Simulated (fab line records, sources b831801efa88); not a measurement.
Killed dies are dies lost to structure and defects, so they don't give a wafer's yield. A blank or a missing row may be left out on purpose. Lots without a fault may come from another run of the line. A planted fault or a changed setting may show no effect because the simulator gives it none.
Which tool did it? | flow sky130 | 13 lots, 39 wafers sampled, at 5 steps of a route of 708

WHAT THE GAUGES READ, wafer by wafer
SKY_VT_ADJUST_LVTN_OVL_MEAS_07. Usual: VT_ADJUST_LVTN_OVL 1.3 nm, standard deviation 1.4.
lot  | measured     | on         | VT_ADJUST_LVTN_OVL (nm) | flag
L515 | day 7 00:54  | overlay-01 | -0.8 1.6 0.5            |
L518 | day 8 23:26  | overlay-01 | 2.9 0.4 3.1             |
L520 | day 9 04:22  | overlay-02 | 3.0 1.9 3.0             |
L521 | day 9 11:42  | overlay-02 | 0.2 -0.9 0.9            |
L523 | day 9 16:29  | overlay-01 | -0.6 -0.2 2.9           |
L524 | day 9 18:29  | overlay-02 | 1.8 -0.4 0.7            |
L526 | day 10 07:39 | overlay-01 | 1.0 0.9 3.3             |
L531 | day 11 10:51 | overlay-01 | 0.1 2.3 1.7             |
L532 | day 11 18:55 | overlay-01 | 2.1 0.4 3.5             |
L533 | day 11 21:21 | overlay-02 | 1.7 5.2 1.3             |
L534 | day 12 12:34 | overlay-01 | 1.6 2.7 -0.4            |
L536 | day 12 22:06 | overlay-02 | 1.5 2.0 1.7             |
L537 | day 13 03:25 | overlay-02 | 0.9 -0.6 -0.7           |

SKY_VT_ADJUST_LVTN_TW_MEAS_21. Usual: VT_ADJUST_LVTN_2_TW 188.2, standard deviation 1.3.
lot  | measured     | on            | VT_ADJUST_LVTN_2_TW | flag
L515 | day 7 19:28  | film_metro-01 | 188.4 188.6 188.1   |
L518 | day 9 22:17  | film_metro-03 | 187.4 187.8 188.0   |
L520 | day 10 03:20 | film_metro-01 | 188.6 187.2 187.5   |
L521 | day 10 10:18 | film_metro-01 | 187.1 189.3 188.0   |
L523 | day 10 15:58 | film_metro-01 | 186.9 186.8 186.9   |
L524 | day 10 17:08 | film_metro-02 | 188.0 187.9 188.4   |
L526 | day 11 06:20 | film_metro-01 | 190.8 188.4 190.0   |
L531 | day 12 11:16 | film_metro-03 | 209.9 209.7 210.3   | OFF
L532 | day 12 19:27 | film_metro-03 | 210.3 210.3 210.6   | OFF
L533 | day 12 21:55 | film_metro-03 | 186.2 187.5 186.8   |
L534 | day 13 14:01 | film_metro-03 | 188.1 186.9 187.9   |
L536 | day 14 00:24 | film_metro-03 | 187.3 186.0 187.3   |
L537 | day 14 05:56 | film_metro-03 | 186.5 187.6 186.7   |

SKY_VT_ADJUST_NCORE_OVL_MEAS_08. Usual: VT_ADJUST_NCORE_OVL 0.5 nm, standard deviation 1.1.
lot  | measured     | on         | VT_ADJUST_NCORE_OVL (nm) | flag
L515 | day 8 16:26  | overlay-01 | 0.4 1.4 0.0              |
L518 | day 10 21:13 | overlay-02 | -0.4 2.2 0.5             |
L520 | day 11 02:28 | overlay-02 | 0.7 0.4 -0.2             |
L521 | day 11 09:08 | overlay-02 | 1.8 0.4 0.2              |
L523 | day 11 14:53 | overlay-01 | 1.6 -0.4 0.4             |
L524 | day 11 16:09 | overlay-01 | 0.1 0.6 -1.0             |
L526 | day 12 05:49 | overlay-02 | 1.8 0.5 0.8              |
L531 | day 13 12:07 | overlay-01 | 0.0 1.2 0.5              |
L532 | day 13 20:39 | overlay-02 | 0.9 0.2 0.8              |
L533 | day 13 23:51 | overlay-01 | 1.5 -0.5 1.5             |
L534 | day 14 15:36 | overlay-01 | -0.4 -1.1 1.4            |
L536 | day 15 02:46 | overlay-02 | 1.6 0.3 -0.2             |
L537 | day 15 07:55 | overlay-02 | -1.5 -1.1 -1.4           |

SKY_VT_ADJUST_HVTR_CD_MEAS_07: target cd 380 nm. Usual: cd_nm 380.1 nm, standard deviation 2.6.
lot  | measured     | on        | cd_nm (nm)        | flag
L515 | day 9 13:17  | cd_sem-02 | 381.3 378.1 378.2 |
L518 | day 11 20:41 | cd_sem-02 | 382.7 382.3 382.1 |
L520 | day 12 02:29 | cd_sem-01 | 380.5 380.5 378.5 |
L521 | day 12 08:43 | cd_sem-01 | 382.5 382.2 384.2 |
L523 | day 12 14:25 | cd_sem-01 | 381.6 376.9 377.0 |
L524 | day 12 15:46 | cd_sem-02 | 382.0 384.4 381.5 |
L526 | day 13 06:23 | cd_sem-02 | 380.9 379.0 381.2 |
L531 | day 14 14:05 | cd_sem-02 | 377.5 377.1 379.2 |
L532 | day 14 23:04 | cd_sem-02 | 373.0 376.4 375.3 |
L533 | day 15 02:14 | cd_sem-01 | 380.1 380.0 376.2 |
L534 | day 15 18:41 | cd_sem-02 | 378.7 378.4 380.8 |
L536 | day 16 06:10 | cd_sem-01 | 382.0 383.2 382.8 |
L537 | day 16 10:58 | cd_sem-02 | 381.2 380.0 381.1 |

WHICH TOOL RAN EACH LOT (tool, then ch and the chambers of the sampled wafers, then the start)
lot  | SKY_VT_ADJUST_LVTN_IMPLANT_19
L515 | implanter-02 ch 0, day 7 19:14
L518 | implanter-01 ch 0, day 9 22:04
L520 | implanter-04 ch 0, day 10 03:05
L521 | implanter-02 ch 0, day 10 10:03
L523 | implanter-01 ch 0, day 10 15:45
L524 | implanter-02 ch 0, day 10 16:55
L526 | implanter-01 ch 0, day 11 06:05
L531 | implanter-02 ch 0, day 12 11:01
L532 | implanter-02 ch 0, day 12 19:12
L533 | implanter-01 ch 0, day 12 21:40
L534 | implanter-01 ch 0, day 13 13:46
L536 | implanter-01 ch 0, day 14 00:09
L537 | implanter-04 ch 0, day 14 05:41
- SKY_VT_ADJUST_LVTN_IMPLANT_19

WHAT THE TOOLS THEMSELVES READ (means of the sampled wafers that have a number; where no wafer has one, the mark that the record gives instead)
SKY_VT_ADJUST_LVTN_IMPLANT_19. Usual: dose_ions_cm2 6.5e+11, standard deviation 7.5e+08; faraday_current_uA 3.66, standard deviation 0.07.
lot  | tool         | dose_ions_cm2 | faraday_current_uA | flag
L515 | implanter-02 | 6.5e+11       | 3.67               |
L518 | implanter-01 | 6.5e+11       | 3.75               |
L520 | implanter-04 | 6.5e+11       | 3.66               |
L521 | implanter-02 | 6.5e+11       | 3.60               |
L523 | implanter-01 | 6.5e+11       | 3.61               |
L524 | implanter-02 | 6.5e+11       | 3.68               |
L526 | implanter-01 | 6.5e+11       | 3.65               |
L531 | implanter-02 | 1.0e+12       | 5.64               | OFF
L532 | implanter-02 | 1.0e+12       | 5.70               | OFF
L533 | implanter-01 | 6.5e+11       | 3.64               |
L534 | implanter-01 | 6.5e+11       | 3.71               |
L536 | implanter-01 | 6.5e+11       | 3.72               |
L537 | implanter-04 | 6.5e+11       | 3.66               |

THE ANSWER, worked out from the rows above alone
Rule: a lot is off if the mean of its wafers that have a number lies more than 3 standard deviations from the usual mean. A lot without any number at a reading at which 4 lots or more have one is off too. The other lots that the step has rows for count as sound. The gauges are gone through in route order, then the tools' own readings, and for those a lot's mean is taken as printed above. The first step at which some lot is off is used, and at that step the reading that is off furthest; a lot without a number counts as furthest.
Off: L531, L532, at SKY_VT_ADJUST_LVTN_TW_MEAS_21 (VT_ADJUST_LVTN_2_TW).
A tool fits if, at a process step before that reading, it ran every lot that is off, and no sound lot after the first of them. The gauges at SKY_VT_ADJUST_LVTN_TW_MEAS_21 aren't tried: what is off there is off at SKY_VT_ADJUST_LVTN_IMPLANT_19 too, on other tools, and a gauge's error can't cause that. One fits: implanter-02 at SKY_VT_ADJUST_LVTN_IMPLANT_19. Its last sound lot is L524 (day 10 16:55), its first lot that is off L531 (day 12 11:01): a fault that began between those two fits.
The tool's own readings at SKY_VT_ADJUST_LVTN_IMPLANT_19 bear it out: on the lots that are off they differ by more than 5 times the standard deviation of the sound lots' means. dose_ions_cm2 reads 1.0e+12 there against 6.5e+11 on the sound lots; faraday_current_uA reads 5.67 there against 3.67 on the sound lots.

WHAT THE SIMULATOR HAD PUT IN
Process parameter drift: implanter-02, from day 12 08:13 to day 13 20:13, at SKY_VT_ADJUST_LVTN_IMPLANT_19. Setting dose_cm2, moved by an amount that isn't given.
Lots struck among those shown: L531, L532. The rule above found the same.
